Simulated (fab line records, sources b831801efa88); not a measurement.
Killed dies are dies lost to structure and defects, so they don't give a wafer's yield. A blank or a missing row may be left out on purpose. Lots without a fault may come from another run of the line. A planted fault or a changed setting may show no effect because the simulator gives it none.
A struck lot beside a sound one | flow gf180mcu | 20 steps out of a route of 602
Sound: wafers L942.2, L942.3, L942.5. Struck: wafer L946.1. (L946.4, L946.6 of the same lot were not struck and are left out.) The cause comes at the end.
At each step with rows: each side's tool, then ch and its chambers, then its first start. Under that, the readings that differ: sound wafers | struck wafers | difference of the means | sigmas: that difference in standard deviations of wafers without a fault.
alike: readings whose means differ by less than 2 such deviations, and words and numbers that are the same on both sides. not compared: withheld readings, readings that some wafer has no value for, bounds like >300 that may hide the same value, and numbers for which the record gives no deviation and whose values overlap.
The two part at a step that has a row with sigmas, a row that says differs or no value, or rows on one side only. Numbers that don't overlap but have no deviation are shown without sigmas and don't part them. A reading that every wafer of one side lacks parts them only if that side has two wafers or more.

first, 1 step without rows for these wafers: GF_V4_CVD_00 (deposits SiO2, target thk 600 nm, time 100 s).
GF_V4_THK_MEAS_01:
  sound on film_metro-03, day 26 10:08; struck on film_metro-02, day 27 22:09
  alike: V4_CVD_00_THK
GF_V4_CVD_02: deposits SiO2 from TEOS, target thk 850 nm, time 94.851 s.
  sound on pecvd-01 ch 0,1, day 26 10:11; struck on pecvd-01 ch 1, day 27 22:13
  alike: heater_power_w
GF_V4_THK_MEAS_03:
  sound on film_metro-03, day 26 10:16; struck on film_metro-03, day 27 22:17
  alike: V4_CVD_02_THK
GF_V4_CMP_04: polishes SiO2.
  sound on cmp-02 ch 1,2,3, day 26 10:25; struck on cmp-02 ch 2, day 27 22:20
  alike: motor_current_A, slurry_filter_dp_kPa, time_to_endpoint_s
GF_V4_BOW_MEAS_05:
  sound on film_metro-01, day 26 10:38; struck on film_metro-01, day 27 22:38
  alike: V4_BOW
then, 6 steps without rows for these wafers: GF_V4_DEHYDRATE_06 (time 60 s); GF_V4_HMDS_07 (prime time 60 s); GF_V4_COAT_08; GF_V4_COAT_09 (resist thk 1000 nm); GF_V4_SOFTBAKE_10 (time 60 s); GF_V4_EXPOSE_11 (exposes mask Via4, target cd 260 nm).
GF_V4_PEB_12: peb time 90 s.
  sound on litho_track-01 ch 0, day 27 07:40; struck on litho_track-01 ch 0, day 28 17:44
  reading                  | sound             | struck | difference | sigmas
  heater_power_total_W (W) | 85.78 85.58 85.66 | 97.23  | +11.56     | +99 or more
then, 1 step without rows for these wafers: GF_V4_DEVELOP_13 (develop time 60 s).
GF_V4_CD_MEAS_14: target cd 260 nm.
  sound on cd_sem-01, day 27 08:01; struck on cd_sem-02, day 28 18:05
  reading    | sound             | struck | difference | sigmas
  cd_nm (nm) | 260.5 260.2 260.2 | 251.0  | -9.3       | -6
GF_V4_OVL_MEAS_15:
  sound on overlay-02, day 27 08:07; struck on overlay-01, day 28 18:13
  alike: V4_OVL
GF_V4_ETCH_16: etches BARC in N2/H2.
  sound on rie_diel-03 ch 0,3, day 27 08:09; struck on rie_diel-02 ch 0, day 28 18:15
  reading                | sound                | struck | difference | sigmas
  throttle_valve_pct (%) | 13.220 13.205 13.225 | 13.234 | +0.017     | +2
  model.V4.cd_nm (nm)    | 260.6 258.8 259.1    | 251.1  | -8.4       |
  alike: drypump_motor_current_A, oes_product_au
GF_V4_ETCH_17: etches SiO2 in C4F8/O2/Ar, stops on TiN, target depth 630 nm.
  sound on rie_diel-03 ch 0,3; struck on rie_diel-02 ch 0
  reading             | sound           | struck | difference | sigmas
  model.V4.cd_nm (nm) | 260.8 258 258.3 | 252.2  | -6.8       |
  alike: oes_product_au
GF_V4_STRIP_18: strips in O2/N2.
  sound on plasma_asher-01 ch 1, day 27 08:17; struck on plasma_asher-03 ch 0, day 28 18:23
  reading               | sound             | struck | difference | sigmas
  oes_product_au (a.u.) | 0.587 0.602 0.598 | 0.583  | -0.013     | -3
  alike: drypump_motor_current_A, heater_power_w
  not compared: rf_hours_counter_h
GF_PASSIVATION_PROBE_99:
  the record has rows for the sound wafers here (prober-01, day 31 16:13) and none for the struck ones

WHERE THEY PART
First at GF_V4_PEB_12; last, within this record, at GF_PASSIVATION_PROBE_99.

WHY: what the simulator had put in
Process parameter drift: litho_track-01, from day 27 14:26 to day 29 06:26, at GF_V4_PEB_12. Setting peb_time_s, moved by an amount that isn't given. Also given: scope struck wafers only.
